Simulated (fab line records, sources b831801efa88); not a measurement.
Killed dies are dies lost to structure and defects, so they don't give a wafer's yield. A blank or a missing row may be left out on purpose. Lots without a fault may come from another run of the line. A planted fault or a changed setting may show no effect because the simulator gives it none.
A struck lot beside a sound one | flow sky130 | 34 steps out of a route of 708
Sound: wafers L406.1, L406.4, L406.5. Struck: wafers L400.1, L400.4, L400.5. The cause comes at the end.
At each step with rows: each side's tool, then ch and its chambers, then its first start. Under that, the readings that differ: sound wafers | struck wafers | difference of the means | sigmas: that difference in standard deviations of wafers without a fault.
alike: readings whose means differ by less than 2 such deviations, and words and numbers that are the same on both sides. not compared: withheld readings, readings that some wafer has no value for, bounds like >300 that may hide the same value, and numbers for which the record gives no deviation and whose values overlap.
The two part at a step that has a row with sigmas, a row that says differs or no value, or rows on one side only. Numbers that don't overlap but have no deviation are shown without sigmas and don't part them. A reading that every wafer of one side lacks parts them only if that side has two wafers or more.

SKY_SD_P_CD_MEAS_07: target cd 380 nm.
  sound on cd_sem-01, day 32 05:14; struck on cd_sem-01, day 29 13:25
  reading    | sound             | struck            | difference | sigmas
  cd_nm (nm) | 377.5 375.7 380.4 | 383.7 381.3 385.8 | +5.7       | +2
SKY_SD_P_OVL_MEAS_08:
  sound on overlay-02, day 32 05:22; struck on overlay-01, day 29 13:32
  alike: SD_P_OVL
then, 1 step without rows for these wafers: SKY_SD_P_IMPLANT_09.
SKY_SD_P_STRIP_10: strips in O2/N2.
  sound on plasma_asher-03 ch 1, day 32 05:32; struck on plasma_asher-02 ch 0, day 29 13:44
  alike: drypump_motor_current_A, oes_product_au, strip_time_to_endpoint_s
  not compared: rf_hours_counter_h
SKY_SD_P_TW_MEAS_11:
  sound on film_metro-03, day 32 05:38; struck on film_metro-03, day 29 13:50
  alike: SD_P_TW
then, 7 steps without rows for these wafers: SKY_RES_XHIGH_DEHYDRATE_00 (time 60 s); SKY_RES_XHIGH_HMDS_01 (prime time 60 s); SKY_RES_XHIGH_COAT_02 (resist thk 1140 nm); SKY_RES_XHIGH_SOFTBAKE_03 (time 60 s); SKY_RES_XHIGH_EXPOSE_04 (exposes mask URPM, target cd 1270 nm); SKY_RES_XHIGH_PEB_05; SKY_RES_XHIGH_DEVELOP_06 (develop time 60 s).
SKY_RES_XHIGH_IMPLANT_07:
  sound on implanter-03 ch 0, day 33 09:16; struck on implanter-04 ch 0, day 30 17:43
  reading       | sound                         | struck                        | difference | sigmas
  dose_ions_cm2 | 3.605e+14 3.603e+14 3.598e+14 | 3.534e+14 3.536e+14 3.529e+14 | -6.900e+12 | -19
SKY_RES_XHIGH_STRIP_08: strips in O2/N2.
  sound on plasma_asher-02 ch 0,1, day 33 09:25; struck on plasma_asher-01 ch 0,1, day 30 17:52
  reading                     | sound       | struck      | difference | sigmas
  drypump_motor_current_A (A) | 5.4 5.4 5.4 | 6.5 6.4 6.5 | +1.1       | +2
  alike: oes_product_au, strip_time_to_endpoint_s
  not compared: rf_hours_counter_h
SKY_RES_XHIGH_TW_MEAS_09:
  sound on film_metro-02, day 33 09:31; struck on film_metro-02, day 30 17:58
  alike: RES_XHIGH_TW
then, 7 steps without rows for these wafers: SKY_SD_N_DEHYDRATE_00 (time 60 s); SKY_SD_N_HMDS_01 (prime time 60 s); SKY_SD_N_COAT_02 (resist thk 1140 nm); SKY_SD_N_SOFTBAKE_03 (time 60 s); SKY_SD_N_EXPOSE_04 (exposes mask NSDM, target cd 380 nm); SKY_SD_N_PEB_05; SKY_SD_N_DEVELOP_06 (develop time 60 s).
SKY_SD_N_CD_MEAS_07: target cd 380 nm.
  sound on cd_sem-01, day 34 12:44; struck on cd_sem-02, day 31 21:26
  alike: cd_nm
SKY_SD_N_OVL_MEAS_08:
  sound on overlay-01, day 34 12:52; struck on overlay-01, day 31 21:34
  alike: SD_N_OVL
then, 2 steps without rows for these wafers: SKY_SD_N_IMPLANT_09; SKY_SD_N_IMPLANT_10.
SKY_SD_N_STRIP_11: strips in O2/N2.
  sound on plasma_asher-01 ch 0,1, day 34 13:11; struck on plasma_asher-01 ch 0,1, day 31 21:53
  alike: drypump_motor_current_A, oes_product_au, strip_time_to_endpoint_s
  not compared: rf_hours_counter_h
SKY_SD_N_TW_MEAS_12:
  sound on film_metro-04, day 34 13:17; struck on film_metro-04, day 31 21:59
  alike: SD_N_TW
then, 1 step without rows for these wafers: SKY_SD_N_CLEAN_13 (cleans in SC1/SC2, time 150 s).
SKY_SD_N_RTA_14: time 2 s.
  sound on rtp_anneal-01 ch 0, day 34 13:24; struck on rtp_anneal-02 ch 0, day 31 22:06
  alike: chamber_o2_ppm, lamp_power_pct, wafer_temp_C_max
SKY_SD_N_RS_MEAS_16: measures by four-point-probe.
  sound on film_metro-04, day 34 13:35; struck on film_metro-04, day 31 22:17
  alike: SD_N_RS
SKY_SD_N_RS_MEAS_17: measures by four-point-probe.
  sound on film_metro-04, day 34 13:42; struck on film_metro-04, day 31 22:24
  alike: SD_P_RS
SKY_SD_N_RS_MEAS_18: measures by four-point-probe.
  sound on film_metro-04, day 34 13:49; struck on film_metro-04, day 31 22:48
  reading               | sound             | struck            | difference | sigmas
  RES_XHIGH_RS (ohm/sq) | 334.7 333.6 334.1 | 339.5 338.5 338.2 | +4.6       | +4
  not compared: hold
-- the record jumps here: 17 days lie between the struck wafers' starts before and after (it left off in module SD_N and takes up again in module PAD_OPEN, whose first step shown is number 708 of the route) --
SKY_PAD_OPEN_PROBE_99:
  sound on prober-01, day 50 20:34; struck on prober-01, day 48 22:39
  reading                            | sound          | struck         | difference | sigmas
  model.etest.res_xhigh_po.rs_ohm_sq | 1955 2006 2017 | 2218 2099 2098 | +146       |
  alike: killed_at_M0_to_M3, killed_at_M4_up, killed_at_contacts, killed_at_front_end, killed_at_other, killed_dies, killed_open, killed_short

WHERE THEY PART
First at SKY_SD_P_CD_MEAS_07; last, within this record, at SKY_SD_N_RS_MEAS_18. Later steps at which nothing parts them and some readings are alike: SKY_PAD_OPEN_PROBE_99.

WHY: what the simulator had put in
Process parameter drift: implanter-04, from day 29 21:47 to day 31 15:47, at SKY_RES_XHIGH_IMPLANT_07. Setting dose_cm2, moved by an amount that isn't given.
